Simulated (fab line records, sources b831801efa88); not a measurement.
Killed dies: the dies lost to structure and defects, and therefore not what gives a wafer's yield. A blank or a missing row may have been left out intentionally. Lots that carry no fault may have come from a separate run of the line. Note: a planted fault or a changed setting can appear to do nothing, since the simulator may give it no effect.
Which of the tools did it?    flow gf180mcu    12 lots, 36 wafers sampled, at 5 steps of a route of 602

== WHAT THE GAUGES READ, wafer by wafer ==
GF_MIM_THK_MEAS_06.
lot   measured      on             MIM_CVD_05_THK (nm)
L075  day 25 20:18  film_metro-04  42.5 41.6 41.6
L077  day 26 13:07  film_metro-02  42.3 41.4 42.7
L079  day 27 04:44  film_metro-01  41.8 41.1 42.4
L081  day 27 20:31  film_metro-02  41.9 42.9 42.9
L083  day 28 07:58  film_metro-04  42.2 43.1 43.5
L085  day 28 23:41  film_metro-04  41.9 41.7 42.4
L087  day 29 08:29  film_metro-01  41.6 42.0 42.2
L089  day 29 21:15  film_metro-04  41.4 41.7 42.5
L091  day 30 12:27  film_metro-02  41.4 41.8 41.8
L093  day 30 18:18  film_metro-01  42.4 42.8 42.9
L095  day 31 09:52  film_metro-04  41.6 41.6 42.1
L097  day 32 00:00  film_metro-02  40.2 42.3 41.0

== WHAT TOOL EACH LOT RAN ON (gives the tool, then ch and the chambers of the sampled wafers, and finally the start) ==
lot   GF_STI_CMP_25                 GF_CONTACT_PEB_12                             GF_V3_CMP_26                   GF_M4_METAL_ETCH_16
L075  cmp-01 ch 2,3, day 2 10:20    litho_track-03 ch 0, day 23 22:51 or earlier  cmp-01 ch 1,2, day 23 22:51    rie_metal-03 ch 0,1, day 24 20:28
L077  cmp-02 ch 1,2,3, day 3 01:19  litho_track-01 ch 0, day 24 15:44 or earlier  cmp-01 ch 1,2,3, day 24 15:44  rie_metal-03 ch 0,1, day 25 12:28
L079  cmp-01 ch 0,1,3, day 3 07:09  litho_track-02 ch 0, day 25 06:17 or earlier  cmp-02 ch 1,2,3, day 25 06:17  rie_metal-04 ch 0,1, day 26 04:25
L081  cmp-02 ch 1,2, day 3 16:26    litho_track-01 ch 0, day 25 23:16 or earlier  cmp-01 ch 0,3, day 25 23:16    rie_metal-01 ch 0, day 26 21:07
L083  cmp-01 ch 1,2,3, day 4 02:28  litho_track-03 ch 0, day 26 11:41 or earlier  cmp-01 ch 2,3, day 26 11:41    rie_metal-03 ch 0, day 27 08:52
L085  cmp-01 ch 1,2,3, day 4 12:22  litho_track-03 ch 0, day 27 03:29 or earlier  cmp-02 ch 1,2, day 27 03:29    rie_metal-03 ch 0,1, day 28 00:22
L087  cmp-02 ch 0,1,3, day 4 22:52  litho_track-02 ch 0, day 27 13:03 or earlier  cmp-01 ch 0,1,2, day 27 13:03  rie_metal-04 ch 0,1, day 28 09:10
L089  cmp-01 ch 1,2,3, day 5 08:56  litho_track-02 ch 0, day 28 02:44 or earlier  cmp-01 ch 1,2, day 28 02:44    rie_metal-01 ch 0,1, day 28 23:16
L091  cmp-01 ch 1,3, day 5 18:58    litho_track-01 ch 0, day 28 16:52 or earlier  cmp-01 ch 0,1, day 28 16:52    rie_metal-01 ch 0, day 29 13:10
L093  cmp-01 ch 0,1,2, day 6 06:05  litho_track-02 ch 0, day 28 23:50 or earlier  cmp-02 ch 0,1,2, day 28 23:50  rie_metal-04 ch 0, day 29 19:52
L095  cmp-01 ch 0,1,3, day 6 16:49  litho_track-02 ch 0, day 29 16:19 or earlier  cmp-01 ch 1,2,3, day 29 16:19  rie_metal-03 ch 0, day 30 12:02
L097  cmp-02 ch 0,1,3, day 7 03:59  litho_track-02 ch 0, day 30 08:05 or earlier  cmp-02 ch 2,3, day 30 08:05    rie_metal-01 ch 0,1, day 31 02:37
- GF_STI_CMP_25: polishes, stops on Si3N4, t overpolish 33 s, target thk 524.6 nm.
- GF_CONTACT_PEB_12: peb time 91.29 s.
- GF_V3_CMP_26: polishes, stops on SiO2, t overpolish 15 s, target thk 0 nm.
- GF_M4_METAL_ETCH_16: etches the open film in Cl2/BCl3, stops on SiO2, target depth 627.5 nm, time 104.6 s.

== THE ANSWER, worked out from the rows above alone ==
Rule: the lots themselves supply what counts as usual. The widest of any qualifying gaps counts: lots, ordered by their means at a reading, are off when they make up no more than a third of the lots, leave a main group of 4 or more, and stand apart from it by 3 or more times the standard deviation of that group's means. The tables above print the reading to a certain number of digits; a main group whose means all agree to those digits is not used. Also off: a lot with no number at a reading for which 4 or more lots have one. Where the step has rows for the other lots, those lots are counted as sound.
Across all readings shown, no lot is off: no conclusion can be drawn from this.

== WHAT WAS PUT IN BY THE SIMULATOR ==
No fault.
